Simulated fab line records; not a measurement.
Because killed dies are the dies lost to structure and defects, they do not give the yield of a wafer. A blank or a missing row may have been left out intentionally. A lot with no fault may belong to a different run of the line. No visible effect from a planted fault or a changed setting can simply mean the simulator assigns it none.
Which tool is to blame? | flow sky130 | 24 lots with 72 wafers sampled at 6 steps, on a route of 708 steps

== WHAT EACH GAUGE READ, for each wafer ==
SKY_VT_ADJUST_HVTR_OVL_MEAS_08.
lot  | measured     | on         | VT_ADJUST_HVTR_OVL (nm)
L074 | day 9 18:01  | overlay-01 | -0.9 -0.5 -2.4
L075 | day 9 22:59  | overlay-02 | -2.3 -1.8 0.0
L076 | day 10 07:05 | overlay-02 | 0.2 0.0 1.1
L077 | day 10 16:56 | overlay-02 | 1.4 1.6 1.7
L078 | day 10 20:23 | overlay-01 | 0.7 1.0 -2.5
L079 | day 11 02:29 | overlay-02 | 1.4 0.1 -1.4
L080 | day 11 08:31 | overlay-02 | -1.8 -2.4 -1.9
L081 | day 11 13:35 | overlay-02 | 0.0 -2.1 -1.5
L082 | day 12 04:43 | overlay-01 | -0.3 -1.3 -2.6
L083 | day 12 07:25 | overlay-02 | 0.2 1.2 2.4
L084 | day 12 16:22 | overlay-02 | -1.0 0.1 0.6
L085 | day 12 18:59 | overlay-02 | -1.1 0.3 -0.7
L086 | day 13 00:56 | overlay-02 | 1.3 1.2 -0.3
L087 | day 13 09:41 | overlay-02 | 0.5 2.4 1.1
L088 | day 13 18:47 | overlay-01 | -0.4 -0.6 -2.7
L089 | day 14 00:49 | overlay-01 | -1.3 -3.3 -1.8
L090 | day 14 09:56 | overlay-02 | -0.5 -0.4 -0.1
L092 | day 15 03:05 | overlay-01 | -1.5 -3.7 -2.8
L091 | day 15 03:49 | overlay-02 | 1.4 -2.4 0.4
L093 | day 15 09:14 | overlay-02 | 2.7 3.2 1.5
L094 | day 15 18:17 | overlay-01 | -0.9 -2.1 0.6
L096 | day 16 09:13 | overlay-01 | 0.2 0.4 0.7
L095 | day 16 10:05 | overlay-01 | -2.4 -2.6 -1.6
L097 | day 17 01:43 | overlay-02 | 0.9 3.5 1.6

SKY_METAL5_THK_MEAS_06: measures by xrf.
lot  | measured     | on            | METAL5_ALCU_THK (nm)
L074 | day 43 05:29 | film_metro-03 | 1136 1126 1127
L075 | day 43 14:43 | film_metro-03 | 1136 1151 1145
L076 | day 43 17:55 | film_metro-01 | 1150 1151 1151
L077 | day 44 06:51 | film_metro-02 | 1118 1138 1117
L078 | day 45 02:51 | film_metro-02 | 1163 1142 1142
L079 | day 44 23:39 | film_metro-02 | 1122 1144 1144
L080 | day 45 00:48 | film_metro-03 | 1108 1116 1120
L081 | day 45 04:17 | film_metro-02 | 1115 1096 1117
L082 | day 45 20:34 | film_metro-01 | 1145 1152 1141
L083 | day 45 21:39 | film_metro-03 | 1158 1147 1138
L084 | day 46 09:47 | film_metro-03 | 1121 1125 1117
L085 | day 46 03:16 | film_metro-02 | 1158 1153 1151
L086 | day 46 13:37 | film_metro-03 | 1144 1139 1137
L087 | day 46 20:16 | film_metro-03 | 1117 1138 1108
L088 | day 46 22:58 | film_metro-01 | 1146 1134 1141
L089 | day 47 08:38 | film_metro-02 | 1127 1131 1144
L090 | day 47 12:08 | film_metro-02 | 1152 1159 1144
L092 | day 48 00:21 | film_metro-03 | 1131 1126 1127
L091 | day 48 05:29 | film_metro-02 | 1127 1143 1128
L093 | day 48 07:11 | film_metro-03 | 1120 1135 1121
L094 | day 48 13:07 | film_metro-03 | 1121 1137 1122
L096 | day 48 18:35 | film_metro-03 | 1123 1105 1121
L095 | day 48 22:38 | film_metro-03 | 1140 1119 1130
L097 | day 49 08:05 | film_metro-03 | 1143 1131 1119

== EACH LOT AND THE TOOL THAT RAN IT (in order: tool; ch and the chambers of the sampled wafers; start) ==
lot  | SKY_DNWELL_STRIP_08                 | SKY_LI_CONTACT_ETCH_15             | SKY_METAL4_SPUTTER_03        | SKY_METAL4_ETCH_16
L074 | plasma_asher-02 ch 0,1, day 3 09:28 | rie_diel-04 ch 1,2,3, day 29 09:03 | pvd_sputter-01, day 40 02:34 | rie_metal-01 ch 0,1, day 42 03:29
L075 | plasma_asher-02 ch 0,1, day 3 13:02 | rie_diel-01 ch 0,1,3, day 29 21:25 | pvd_sputter-04, day 40 11:05 | rie_metal-03 ch 0, day 42 11:53
L076 | plasma_asher-02 ch 0,1, day 3 19:59 | rie_diel-01 ch 1,2, day 30 01:38   | pvd_sputter-03, day 40 15:19 | rie_metal-03 ch 0, day 42 16:10
L077 | plasma_asher-02 ch 0,1, day 4 02:10 | rie_diel-01 ch 0,3, day 30 17:12   | pvd_sputter-04, day 41 05:00 | rie_metal-03 ch 0,1, day 43 04:39
L078 | plasma_asher-02 ch 0,1, day 4 05:20 | rie_diel-01 ch 0,2, day 31 14:56   | pvd_sputter-01, day 42 00:01 | rie_metal-02 ch 0, day 43 23:35
L079 | plasma_asher-04 ch 0,1, day 4 09:29 | rie_diel-03 ch 2,3, day 31 13:59   | pvd_sputter-01, day 41 22:14 | rie_metal-03 ch 0,1, day 43 22:18
L080 | plasma_asher-02 ch 0,1, day 4 14:16 | rie_diel-04 ch 0,1,2, day 31 14:01 | pvd_sputter-01, day 41 23:10 | rie_metal-02 ch 0,1, day 43 22:53
L081 | plasma_asher-02 ch 0,1, day 4 17:11 | rie_diel-03 ch 0,2,3, day 31 17:21 | pvd_sputter-03, day 42 02:36 | rie_metal-03 ch 0,1, day 44 02:35
L082 | plasma_asher-02 ch 0,1, day 5 04:44 | rie_diel-04 ch 0,1,3, day 32 13:07 | pvd_sputter-01, day 42 21:09 | rie_metal-03 ch 0,1, day 44 19:50
L083 | plasma_asher-04 ch 0,1, day 5 05:35 | rie_diel-01 ch 2,3, day 32 17:21   | pvd_sputter-04, day 42 23:17 | rie_metal-01 ch 0,1, day 44 21:21
L084 | plasma_asher-02 ch 0,1, day 5 12:43 | rie_diel-03 ch 1,2,3, day 33 05:18 | pvd_sputter-01, day 43 10:20 | rie_metal-02 ch 0,1, day 45 08:08
L085 | plasma_asher-03 ch 0,1, day 5 15:25 | rie_diel-01 ch 0,2,3, day 33 00:49 | pvd_sputter-01, day 43 04:32 | rie_metal-02 ch 0,1, day 45 03:23
L086 | plasma_asher-04 ch 0,1, day 5 20:25 | rie_diel-01 ch 1,2,3, day 33 08:40 | pvd_sputter-03, day 43 14:36 | rie_metal-01 ch 0,1, day 45 12:20
L087 | plasma_asher-04 ch 0,1, day 6 02:53 | rie_diel-01 ch 2,3, day 33 18:51   | pvd_sputter-04, day 43 22:53 | rie_metal-03 ch 0,1, day 45 19:52
L088 | plasma_asher-04 ch 0,1, day 6 07:49 | rie_diel-03 ch 1,2, day 34 01:16   | pvd_sputter-03, day 44 02:24 | rie_metal-01 ch 0,1, day 45 23:23
L089 | plasma_asher-03 ch 0,1, day 6 14:19 | rie_diel-01 ch 2,3, day 34 11:01   | pvd_sputter-01, day 44 11:55 | rie_metal-02 ch 0,1, day 46 08:38
L090 | plasma_asher-04 ch 0,1, day 6 20:37 | rie_diel-01 ch 1,3, day 34 18:50   | pvd_sputter-04, day 44 17:50 | rie_metal-03 ch 0,1, day 46 12:54
L092 | plasma_asher-03 ch 0,1, day 7 07:56 | rie_diel-03 ch 0,3, day 35 10:57   | pvd_sputter-04, day 45 06:14 | rie_metal-02 ch 0,1, day 47 00:58
L091 | plasma_asher-02 ch 0,1, day 7 08:16 | rie_diel-03 ch 0,2,3, day 35 15:07 | pvd_sputter-03, day 45 11:53 | rie_metal-01 ch 0,1, day 47 05:53
L093 | plasma_asher-04 ch 0,1, day 7 12:17 | rie_diel-04 ch 0,1,2, day 35 16:14 | pvd_sputter-04, day 45 12:12 | rie_metal-01 ch 0,1, day 47 07:29
L094 | plasma_asher-02 ch 0,1, day 7 19:10 | rie_diel-03 ch 1,3, day 36 03:03   | pvd_sputter-04, day 45 19:33 | rie_metal-03 ch 0,1, day 47 13:44
L096 | plasma_asher-03 ch 0,1, day 8 06:02 | rie_diel-03 ch 0,2, day 36 09:44   | pvd_sputter-04, day 46 03:10 | rie_metal-01 ch 0,1, day 47 20:17
L095 | plasma_asher-02 ch 0,1, day 8 06:28 | rie_diel-01 ch 0,1,2, day 36 17:04 | pvd_sputter-01, day 46 07:26 | rie_metal-02 ch 0,1, day 48 01:02
L097 | plasma_asher-03 ch 0,1, day 8 18:02 | rie_diel-03 ch 1,2,3, day 37 07:02 | pvd_sputter-01, day 46 17:49 | rie_metal-01 ch 0,1, day 48 10:50
- SKY_DNWELL_STRIP_08: strips in O2/N2.
- SKY_LI_CONTACT_ETCH_15: etches PSG in C4F8/O2/Ar, stops on Si, target depth 600 nm.
- SKY_METAL4_SPUTTER_03: material Ti, target thk 5 nm, time 3.3 s.
- SKY_METAL4_ETCH_16: etches BARC in N2/H2, stops on SiO2, time 88.2 s, target depth 60 nm.

== WHAT THE TOOLS THEMSELVES READ (means of the sampled wafers that have a number; where no wafer has one, the mark that the record gives instead) ==
SKY_DNWELL_STRIP_08.
lot  | tool            | drypump_motor_current_A (A) | oes_product_au (a.u.) | strip_time_to_endpoint_s (s)
L074 | plasma_asher-02 | 6.0                         | 0.721                 | 37.56
L075 | plasma_asher-02 | 5.6                         | 0.727                 | 37.63
L076 | plasma_asher-02 | 5.9                         | 0.726                 | 37.58
L077 | plasma_asher-02 | 5.6                         | 0.723                 | 37.62
L078 | plasma_asher-02 | 5.6                         | 0.724                 | 37.52
L079 | plasma_asher-04 | 6.2                         | 0.720                 | 37.53
L080 | plasma_asher-02 | 5.6                         | 0.725                 | 37.74
L081 | plasma_asher-02 | 5.6                         | 0.724                 | 37.73
L082 | plasma_asher-02 | 5.6                         | 0.720                 | 37.42
L083 | plasma_asher-04 | 6.1                         | 0.721                 | 37.60
L084 | plasma_asher-02 | 5.9                         | 0.726                 | 37.74
L085 | plasma_asher-03 | 6.0                         | 0.720                 | 37.78
L086 | plasma_asher-04 | 6.1                         | 0.723                 | 37.81
L087 | plasma_asher-04 | 6.2                         | 0.724                 | 37.60
L088 | plasma_asher-04 | 6.1                         | 0.723                 | 37.52
L089 | plasma_asher-03 | 6.0                         | 0.730                 | 37.58
L090 | plasma_asher-04 | 6.1                         | 0.722                 | 37.62
L092 | plasma_asher-03 | 6.0                         | 0.720                 | 37.55
L091 | plasma_asher-02 | 5.6                         | 0.724                 | 37.58
L093 | plasma_asher-04 | 6.1                         | 0.723                 | 37.59
L094 | plasma_asher-02 | 5.6                         | 0.720                 | 37.58
L096 | plasma_asher-03 | 6.0                         | 0.721                 | 37.52
L095 | plasma_asher-02 | 5.6                         | 0.725                 | 37.60
L097 | plasma_asher-03 | 6.0                         | 0.722                 | 37.44

SKY_LI_CONTACT_ETCH_15.
lot  | tool        | oes_product_au (a.u.)
L074 | rie_diel-04 | 0.840
L075 | rie_diel-01 | 0.830
L076 | rie_diel-01 | 0.836
L077 | rie_diel-01 | 0.839
L078 | rie_diel-01 | 0.841
L079 | rie_diel-03 | 0.838
L080 | rie_diel-04 | 0.836
L081 | rie_diel-03 | 0.834
L082 | rie_diel-04 | 0.834
L083 | rie_diel-01 | 0.834
L084 | rie_diel-03 | 0.836
L085 | rie_diel-01 | 0.838
L086 | rie_diel-01 | 0.840
L087 | rie_diel-01 | 0.836
L088 | rie_diel-03 | 0.839
L089 | rie_diel-01 | 0.836
L090 | rie_diel-01 | 0.838
L092 | rie_diel-03 | 0.837
L091 | rie_diel-03 | 0.837
L093 | rie_diel-04 | 0.840
L094 | rie_diel-03 | 0.832
L096 | rie_diel-03 | 0.841
L095 | rie_diel-01 | 0.833
L097 | rie_diel-03 | 0.835

SKY_METAL4_SPUTTER_03.
lot  | tool           | cathode_dc_power_W (W) | chamber_pressure_pa (Pa) | throttle_valve_pct (%)
L074 | pvd_sputter-01 | 3000.3                 | 0.4002                   | 29.9
L075 | pvd_sputter-04 | 3000.2                 | 0.4010                   | 30.4
L076 | pvd_sputter-03 | 3000.7                 | 0.4006                   | 30.1
L077 | pvd_sputter-04 | 2999.8                 | 0.4001                   | 29.7
L078 | pvd_sputter-01 | 2999.8                 | 0.4000                   | 29.8
L079 | pvd_sputter-01 | 3000.3                 | 0.4005                   | 30.0
L080 | pvd_sputter-01 | 3000.3                 | 0.4001                   | 30.1
L081 | pvd_sputter-03 | 2999.3                 | 0.4004                   | 30.9
L082 | pvd_sputter-01 | 2999.7                 | 0.3997                   | 29.9
L083 | pvd_sputter-04 | 3000.1                 | 0.3994                   | 30.3
L084 | pvd_sputter-01 | 3000.9                 | 0.4001                   | 30.1
L085 | pvd_sputter-01 | 2999.7                 | 0.4003                   | 30.0
L086 | pvd_sputter-03 | 2999.5                 | 0.3997                   | 30.6
L087 | pvd_sputter-04 | 3000.9                 | 0.3999                   | 29.7
L088 | pvd_sputter-03 | 3000.2                 | 0.4007                   | 30.6
L089 | pvd_sputter-01 | 2999.9                 | 0.3998                   | 30.0
L090 | pvd_sputter-04 | 2999.8                 | 0.3999                   | 30.1
L092 | pvd_sputter-04 | 2999.6                 | 0.4004                   | 29.6
L091 | pvd_sputter-03 | 2999.6                 | 0.3996                   | 30.0
L093 | pvd_sputter-04 | 3000.2                 | 0.4003                   | 29.8
L094 | pvd_sputter-04 | 3000.5                 | 0.4003                   | 30.3
L096 | pvd_sputter-04 | 3000.0                 | 0.3999                   | 30.3
L095 | pvd_sputter-01 | 3000.4                 | 0.3999                   | 30.0
L097 | pvd_sputter-01 | 3000.0                 | 0.3999                   | 29.6

SKY_METAL4_ETCH_16.
lot  | tool         | drypump_motor_current_A (A) | oes_product_au (a.u.) | throttle_valve_pct (%)
L074 | rie_metal-01 | 5.6                         | 0.625                 | 13.203
L075 | rie_metal-03 | 4.9                         | 0.627                 | 13.202
L076 | rie_metal-03 | 4.9                         | 0.627                 | 13.205
L077 | rie_metal-03 | 5.2                         | 0.626                 | 13.205
L078 | rie_metal-02 | 5.0                         | 0.624                 | 13.191
L079 | rie_metal-03 | 5.5                         | 0.624                 | 13.212
L080 | rie_metal-02 | 5.6                         | 0.624                 | 13.201
L081 | rie_metal-03 | 5.2                         | 0.625                 | 13.210
L082 | rie_metal-03 | 5.6                         | 0.623                 | 13.208
L083 | rie_metal-01 | 5.6                         | 0.625                 | 13.199
L084 | rie_metal-02 | 5.5                         | 0.622                 | 13.207
L085 | rie_metal-02 | 5.5                         | 0.628                 | 13.197
L086 | rie_metal-01 | 5.6                         | 0.626                 | 13.212
L087 | rie_metal-03 | 5.5                         | 0.628                 | 13.210
L088 | rie_metal-01 | 5.6                         | 0.629                 | 13.212
L089 | rie_metal-02 | 5.5                         | 0.623                 | 13.206
L090 | rie_metal-03 | 5.2                         | 0.628                 | 13.212
L092 | rie_metal-02 | 5.3                         | 0.621                 | 13.214
L091 | rie_metal-01 | 5.4                         | 0.626                 | 13.201
L093 | rie_metal-01 | 5.4                         | 0.626                 | 13.202
L094 | rie_metal-03 | 5.6                         | 0.626                 | 13.195
L096 | rie_metal-01 | 5.4                         | 0.622                 | 13.204
L095 | rie_metal-02 | 5.5                         | 0.628                 | 13.205
L097 | rie_metal-01 | 5.4                         | 0.624                 | 13.205

== THE ANSWER, worked out from the rows above alone ==
Rule: what is usual is taken from the lots themselves. The widest of any qualifying gaps counts: lots, ordered by their means at a reading, are off when they make up no more than a third of the lots, leave a main group of 4 or more, and stand apart from it by 3 or more times the standard deviation of that group's means. Not used: any main group whose means are identical at the precision the tables above print for the reading. Also off: a lot with no number at a reading for which 4 or more lots have one. The other lots that the step has rows for count as sound. The gauges are gone through in route order, then the tools' own readings, and for those a lot's mean is taken as printed above. At the first step where some lot is off, the reading lying furthest off is the one used; lots without a number count as furthest.
Nothing can be told from this: no lot is off at any reading shown.

== WHAT WAS PUT IN BY THE SIMULATOR ==
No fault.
